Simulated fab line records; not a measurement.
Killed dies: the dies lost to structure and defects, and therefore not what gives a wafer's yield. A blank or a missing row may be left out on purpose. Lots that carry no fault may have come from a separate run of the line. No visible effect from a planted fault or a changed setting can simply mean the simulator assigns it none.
A struck lot beside a sound one || flow sky130 || 16 steps out of a route of 708
Sound: these wafers, L589.2, L589.3, L589.4. Struck: wafers L599.3, L599.4, L599.5. At the end, the cause is stated.
Order at every step that has rows: each side's tool, ch and its chambers, its first start. Under that, the readings that differ: sound wafers || struck wafers || difference of the means || sigmas: that difference in standard deviations of wafers without a fault.
alike: words and numbers the same on both sides, and readings whose means are apart by under 2 such deviations; not compared: readings that were withheld, readings missing a value for some wafer, numbers with overlapping values and no deviation given by the record, and bounds like >300 which may hide the same value.
A row with sigmas, a row that says differs or no value, or rows on one side alone: a step with any of these is where the two part. Numbers that don't overlap but have no deviation are shown without sigmas and don't part them. A reading missing from all wafers of one side parts the sides only when that side holds two or more wafers.

SKY_VIA1_BOW_MEAS_03:
  struck on film-metro-03, day 38 17:38; sound on film-metro-04, day 36 01:44
  alike: VIA1_BOW
then, 8 steps without rows for these wafers: SKY_VIA1_DEHYDRATE_04 (time 60 s); SKY_VIA1_HMDS_05 (prime time 60 s); SKY_VIA1_COAT_06 (resist thk 60 nm); SKY_VIA1_COAT_07 (resist thk 450 nm); SKY_VIA1_SOFTBAKE_08 (time 90 s); SKY_VIA1_EXPOSE_09 (exposes mask VIM, target cd 150 nm); SKY_VIA1_PEB_10; SKY_VIA1_DEVELOP_11 (develop time 60 s).
SKY_VIA1_CD_MEAS_12: the cd target is 150 nm.
  struck on cd-sem-01, day 39 18:03; sound on cd-sem-02, day 37 04:04
  alike: cd-nm
SKY_VIA1_OVL_MEAS_13:
  struck on overlay-02, day 39 18:08; sound on overlay-01, day 37 04:11
{"reading": "VIA1_OVL (nm)", "sound": "2 8 6", "struck": "-8 -6 -2", "difference": -11, "sigmas": -2}
SKY_VIA1_ETCH_14: etches BARC in N2/H2, stops on SiO2, time 45.9 s, target depth 60 nm.
  sound on rie-diel-03 ch 1,2,3, day 37 04:13; struck on rie-diel-03 ch 0,2, day 39 18:10
  alike: bias-w, chamber-pressure-mTorr, drypump-motor-current-A, oes-product-au, throttle-valve-pct
  not compared: rf-hours-counter-h
SKY_VIA1_ETCH_15: etches SiO2 in C4F8/O2/Ar, stops on TiN, target depth 351 nm, time 54 s.
  sound on rie-diel-03 ch 1,2,3, day 37 04:15; struck on rie-diel-03 ch 0,2, day 39 18:12
  no value came back on the struck wafers for bias-w (W), chamber-pressure-mTorr (mTorr), oes-product-au (a.u.), rf-hours-counter-h (h); on the sound wafers bias-w (W) reads 1199 1202 1201
{"reading": "model.KrF-thick_of_VIA1_COAT_07.thk-nm (nm)", "sound": "322.2 322.4 324.9", "struck": "395.5 394.7 394", "difference": "+71.6", "sigmas": ""}
SKY_VIA1_STRIP_16: strips in O2/N2.
  sound on plasma-asher-01 ch 0,1, day 37 04:18; struck on plasma-asher-04 ch 0,1, day 39 18:17
{"reading": "oes-product-au (a.u.)", "sound": "0.413 0.425 0.420", "struck": "0.451 0.452 0.447", "difference": "+0.031", "sigmas": "+7"}
{"reading": "strip-time-to-endpoint-s (s)", "sound": "4.440 4.459 4.467", "struck": "5.221 5.215 5.225", "difference": "+0.765", "sigmas": "+32"}
  alike: drypump-motor-current-A
  not compared: rf-hours-counter-h
then, 1 step without rows for these wafers: SKY_VIA1_STRIP_17 (strips in post etch residue remover, time 1200 s).
-- the record jumps here: 10 days lie between the struck wafers' starts before and after (it left off in module VIA1 and takes up again in module PAD_OPEN, whose first step shown is number 708 of the route) --
SKY_PAD_OPEN_PROBE_99:
  struck on prober-01, day 50 02:29; sound on prober-01, day 48 04:29
{"reading": "defect-limited-yield (%)", "sound": "80.7 83.1 83.1", "struck": "0 0 0", "difference": -82, "sigmas": -48}
{"reading": "killed_at_M0_to_M3", "sound": "47 36 35", "struck": "459 441 451", "difference": "+411", "sigmas": "+64"}
{"reading": "killed-dies", "sound": "95 83 83", "struck": "492 492 492", "difference": "+405", "sigmas": "+47"}
{"reading": "killed-on-rim", "sound": "14 11 15", "struck": "96 96 96", "difference": "+83", "sigmas": "+24"}
{"reading": "sort_bin_5_function (%)", "sound": "12.0 9.8 10.0", "struck": "93.9 90.7 93.5", "difference": "+82.1", "sigmas": "+55"}
{"reading": "sort-n-pass", "sound": "397 409 409", "struck": "0 0 0", "difference": -405, "sigmas": -47}
{"reading": "sort-yield-pct (%)", "sound": "80.7 83.1 83.1", "struck": "0 0 0", "difference": -82, "sigmas": -48}
  alike: killed_at_M4_up, killed-at-contacts, killed-at-front-end, killed-at-other, killed-open, killed-short, sort_bin_3_pad_short, sort_bin_6_memory

WHERE THEY PART
Last at SKY_PAD_OPEN_PROBE_99 as far as this record goes, first at SKY_VIA1_OVL_MEAS_13.

WHY: whatever the simulator had introduced
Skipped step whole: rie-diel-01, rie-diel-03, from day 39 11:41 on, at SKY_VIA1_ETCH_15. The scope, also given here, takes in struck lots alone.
